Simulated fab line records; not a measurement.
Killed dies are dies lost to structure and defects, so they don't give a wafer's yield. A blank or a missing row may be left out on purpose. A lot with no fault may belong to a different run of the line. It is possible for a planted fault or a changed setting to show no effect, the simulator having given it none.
Struck lot and sound lot, side by side | flow sky130 | 16 out of 708 route steps
Sound: these wafers, L564.1, L564.2, L564.3. Struck: wafers L565.3, L565.6 (left out: L565.1, a lot-mate that was not struck); the cause follows at the end.
For every step that has rows: the tool of each side, followed by ch and its chambers, followed by its first start. Under that, the readings that differ: sound wafers | struck wafers | difference of the means | sigmas: that difference in standard deviations of wafers without a fault.
alike: a reading whose means differ by less than 2 such deviations, as well as words and numbers matching on both sides. not compared: withheld readings; readings where some wafer has no value; bounds like >300 that might hide an equal value; numbers whose values overlap and for which the record gives no deviation.
A row with sigmas, a row that says differs or no value, or rows on one side alone: a step with any of these is where the two part. Numbers that have no deviation but don't overlap get no sigmas and don't part them. A reading that every wafer of one side lacks parts them only if that side has two wafers or more.

first, 1 step without rows for these wafers: SKY_FIELD_ISO_CVD_03 (deposits Si3N4 from DCS/NH3, target thk 165 nm, time 2830 s).
SKY_FIELD_ISO_THK_MEAS_04:
  sound on film-metro-04 at day 2 06:20; struck on film-metro-02 at day 2 14:22
  alike: FIELD_ISO_CVD_03_THK
then, 8 steps without rows for these wafers: SKY_FIELD_ISO_DEHYDRATE_05 (time 60 s); SKY_FIELD_ISO_HMDS_06 (prime time 57.2 s); SKY_FIELD_ISO_COAT_07 (resist thk 60 nm); SKY_FIELD_ISO_COAT_08 (resist thk 450 nm); SKY_FIELD_ISO_SOFTBAKE_09 (time 90 s); SKY_FIELD_ISO_EXPOSE_10 (exposes mask FOM, target cd 150 nm); SKY_FIELD_ISO_PEB_11; SKY_FIELD_ISO_DEVELOP_12 (develop time 60 s).
SKY_FIELD_ISO_CD_MEAS_13: target cd 150 nm.
  sound on cd-sem-01 at day 2 20:52; struck on cd-sem-01 at day 3 05:58
  alike: cd-nm
SKY_FIELD_ISO_ETCH_14: etches BARC in N2/H2, stops on SiO2, time 45.9 s, target depth 60 nm.
  sound on rie-diel-04 ch 0,1,3, day 2 20:59; struck on rie-diel-04 ch 0, day 3 06:05
  alike: drypump-motor-current-A, oes-product-au, throttle-valve-pct
  not compared: rf-hours-counter-h
SKY_FIELD_ISO_ETCH_15: etches the open film in CHF3/O2, stops on Si, target depth 180 nm, time 72 s.
  sound on rie-diel-04 ch 0,1,3, day 2 21:01; struck on rie-diel-04 ch 0, day 3 06:08
  reading                                          | sound             | struck      | difference | sigmas
  oes-product-au (a.u.)                            | 0.943 0.944 0.949 | 0.886 0.880 | -0.062     | -10
  throttle-valve-pct (%)                           | 8.841 8.856 8.853 | 8.814 8.833 | -0.027     | -3
  model.KrF-thick_of_FIELD_ISO_COAT_08.thk-nm (nm) | 229.7 238.9 232.8 | 265.5 265.5 | +31.7      |
  model.etch.depth-nm (nm)                         | 166 165.3 166.2   | 146.5 146.1 | -19.5      |
  alike: drypump-motor-current-A
  not compared: rf-hours-counter-h
SKY_FIELD_ISO_STRIP_16: strips in O2/N2.
  sound on plasma-asher-02 ch 0,1, day 2 21:04; struck on plasma-asher-03 ch 1, day 3 06:11
  reading                      | sound             | struck      | difference | sigmas
  oes-product-au (a.u.)        | 0.371 0.378 0.372 | 0.392 0.397 | +0.021     | +5
  strip-time-to-endpoint-s (s) | 3.48 3.57 3.51    | 3.85 3.85   | +0.33      | +8
  alike: drypump-motor-current-A
  not compared: rf-hours-counter-h
SKY_FIELD_ISO_ETCH_17: etches Si in HBr/Cl2/O2, target depth 342 nm, time 97.7 s.
  sound on rie-si-02 ch 0,1,2, day 2 21:10; struck on rie-si-02 ch 1,2, day 3 06:17
  alike: HBr_flow_sccm, drypump-motor-current-A, oes-product-au, throttle-valve-pct
  not compared: rf-hours-counter-h
-- record jumps: 45 days separate the struck wafers' starts on either side; left off in module FIELD_ISO, taken up again in module PAD_OPEN, whose first shown step is the route's number 708 --
SKY_PAD_OPEN_PROBE_99:
  sound on prober-02 at day 46 16:58; struck on prober-02 at day 48 06:34
  reading             | sound    | struck                                            | difference                   | sigmas
  hold                | - - -    | await-dispo/1.6h/release await-dispo/1.6h/release | no value on the sound wafers |
  killed-at-front-end | 15 12 11 | 427 418                                           | +410                         | +85
  killed-dies         | 86 81 83 | 489 489                                           | +406                         | +45
  killed-on-rim       | 19 13 19 | 96 96                                             | +79                          | +23
  alike: killed_at_M0_to_M3, killed_at_M4_up, killed-at-contacts, killed-at-other, killed-open, killed-short

== WHERE THEY PART ==
Earliest at SKY_FIELD_ISO_ETCH_15; latest, in this record, at SKY_PAD_OPEN_PROBE_99.

WHY: the cause the simulator had injected
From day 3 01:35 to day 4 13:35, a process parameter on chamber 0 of rie-diel-04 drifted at SKY_FIELD_ISO_ETCH_15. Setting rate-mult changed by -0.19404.
